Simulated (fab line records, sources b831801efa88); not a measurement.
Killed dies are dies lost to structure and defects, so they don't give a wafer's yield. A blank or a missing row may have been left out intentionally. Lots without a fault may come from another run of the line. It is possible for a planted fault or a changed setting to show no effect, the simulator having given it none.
Which tool did it? | flow gf180mcu | 14 lots with 40 wafers sampled at 4 steps, on a route of 602 steps

## WHAT THE GAUGES READ, wafer by wafer
GF_TOP_METAL_OVL_MEAS_15.
lot  | measured     | on         | TOP_METAL_OVL (nm)
L250 | day 28 05:32 | overlay-02 | -0.3 -0.5 -0.4
L251 | day 28 12:50 | overlay-01 | -0.8 1.6 -1.8
L252 | day 28 22:55 | overlay-02 | -0.8 -1.8 -2.3
L257 | day 30 00:20 | overlay-02 | 1.1
L258 | day 30 11:02 | overlay-02 | 1.0 1.8 1.8
L265 | day 32 05:28 | overlay-01 | -0.7 -0.2 2.3
L266 | day 32 08:37 | overlay-02 | 2.1 1.8 -0.3
L267 | day 32 21:02 | overlay-02 | 0.4 -2.4 -2.7
L268 | day 33 02:13 | overlay-01 | 0.6 1.4 -0.8
L269 | day 33 08:26 | overlay-01 | 2.0 1.0 1.4
L270 | day 33 19:19 | overlay-02 | 1.8 1.3 0.7
L272 | day 34 02:44 | overlay-01 | -1.1 -0.4 0.2
L271 | day 34 04:34 | overlay-01 | 1.0 0.1 0.0
L273 | day 34 11:11 | overlay-02 | -1.1 1.1 -0.1

GF_PASSIVATION_THK_MEAS_03.
lot  | measured     | on            | PASSIVATION_CVD_02_THK (nm)
L250 | day 28 07:03 | film_metro-03 | 687 704 711
L251 | day 28 14:07 | film_metro-03 | 690 708 710
L252 | day 29 00:06 | film_metro-04 | 688 693 708
L257 | day 30 01:34 | film_metro-04 | 703
L258 | day 30 12:18 | film_metro-03 | 699 710 694
L265 | day 32 06:49 | film_metro-04 | 692 676 692
L266 | day 32 09:58 | film_metro-04 | 694 712 711
L267 | day 32 22:36 | film_metro-03 | 699 707 709
L268 | day 33 03:44 | film_metro-04 | 700 712 705
L269 | day 33 09:48 | film_metro-03 | 700 710 717
L270 | day 33 20:32 | film_metro-03 | 700 699 699
L272 | day 34 04:00 | film_metro-01 | 691 683 712
L271 | day 34 06:00 | film_metro-03 | 697 697 715
L273 | day 34 12:23 | film_metro-04 | 696 692 708

GF_PASSIVATION_BOW_MEAS_14.
lot  | measured     | on            | PASSIVATION_BOW (um)
L250 | day 29 05:41 | film_metro-01 | 123 118 126
L251 | day 29 11:52 | film_metro-01 | 127 119 117
L252 | day 29 21:18 | film_metro-04 | 134 139 140
L257 | day 30 21:40 | film_metro-04 | 131
L258 | day 31 07:33 | film_metro-04 | 125 141 137
L265 | day 33 00:41 | film_metro-01 | 133 132 115
L266 | day 33 03:28 | film_metro-04 | 142 134 140
L267 | day 33 15:05 | film_metro-03 | 122 122 128
L268 | day 33 20:52 | film_metro-03 | 140 138 130
L269 | day 34 03:05 | film_metro-03 | 128 142 146
L270 | day 34 13:41 | film_metro-03 | 147 149 149
L272 | day 34 20:43 | film_metro-03 | 133 124 128
L271 | day 34 22:07 | film_metro-01 | 138 119 141
L273 | day 35 04:37 | film_metro-03 | 135 133 138

## WHICH TOOL RAN EACH LOT (tool, then ch and the chambers of the sampled wafers, then the start)
lot  | GF_M4_SPUTTER_03
L250 | pvd_sputter-04, day 22 13:59
L251 | pvd_sputter-01, day 22 20:50
L252 | pvd_sputter-03, day 23 08:18
L257 | pvd_sputter-03, day 24 14:16
L258 | pvd_sputter-03, day 25 02:20
L265 | pvd_sputter-04, day 27 07:35
L266 | pvd_sputter-04, day 27 12:41
L267 | pvd_sputter-04, day 28 02:29
L268 | pvd_sputter-03, day 28 10:35
L269 | pvd_sputter-01, day 28 16:10
L270 | pvd_sputter-01, day 29 06:21
L272 | pvd_sputter-04, day 29 16:31
L271 | pvd_sputter-04, day 29 18:14
L273 | pvd_sputter-03, day 29 23:24
- GF_M4_SPUTTER_03: material Ti, target thk 10 nm, time 6.7 s.

## WHAT THE TOOLS THEMSELVES READ (means of the sampled wafers that have a number; where no wafer has one, the mark that the record gives instead)
GF_M4_SPUTTER_03.
lot  | tool           | throttle_valve_pct (%)
L250 | pvd_sputter-04 | 28.8
L251 | pvd_sputter-01 | 30.2
L252 | pvd_sputter-03 | 30.6
L257 | pvd_sputter-03 | 30.5
L258 | pvd_sputter-03 | 30.0
L265 | pvd_sputter-04 | 29.0
L266 | pvd_sputter-04 | 28.3
L267 | pvd_sputter-04 | 29.6
L268 | pvd_sputter-03 | 30.2
L269 | pvd_sputter-01 | 29.5
L270 | pvd_sputter-01 | 30.8
L272 | pvd_sputter-04 | 28.9
L271 | pvd_sputter-04 | 28.9
L273 | pvd_sputter-03 | 29.6

## THE ANSWER, worked out from the rows above alone
Rule: the lots themselves supply what counts as usual. Put in order of their means at a reading, lots are off if they are a third of the lots or fewer, leave a main group of 4 or more, and stand apart from it by a gap of 3 or more times the standard deviation of the main group's means; of several such gaps the widest counts. If all means in a main group match to the digits the tables above print for the reading, that group is not used. Also off: a lot with no number at a reading for which 4 or more lots have one. The other lots that the step has rows for count as sound. Order of review: gauges by route order, followed by the tools' own readings, for which a lot's mean as printed above is used. At the first step where some lot is off, the reading lying furthest off is the one used; lots without a number count as furthest.
No lot is off at any reading shown: from this, nothing can be told.

## WHAT THE SIMULATOR HAD INSERTED
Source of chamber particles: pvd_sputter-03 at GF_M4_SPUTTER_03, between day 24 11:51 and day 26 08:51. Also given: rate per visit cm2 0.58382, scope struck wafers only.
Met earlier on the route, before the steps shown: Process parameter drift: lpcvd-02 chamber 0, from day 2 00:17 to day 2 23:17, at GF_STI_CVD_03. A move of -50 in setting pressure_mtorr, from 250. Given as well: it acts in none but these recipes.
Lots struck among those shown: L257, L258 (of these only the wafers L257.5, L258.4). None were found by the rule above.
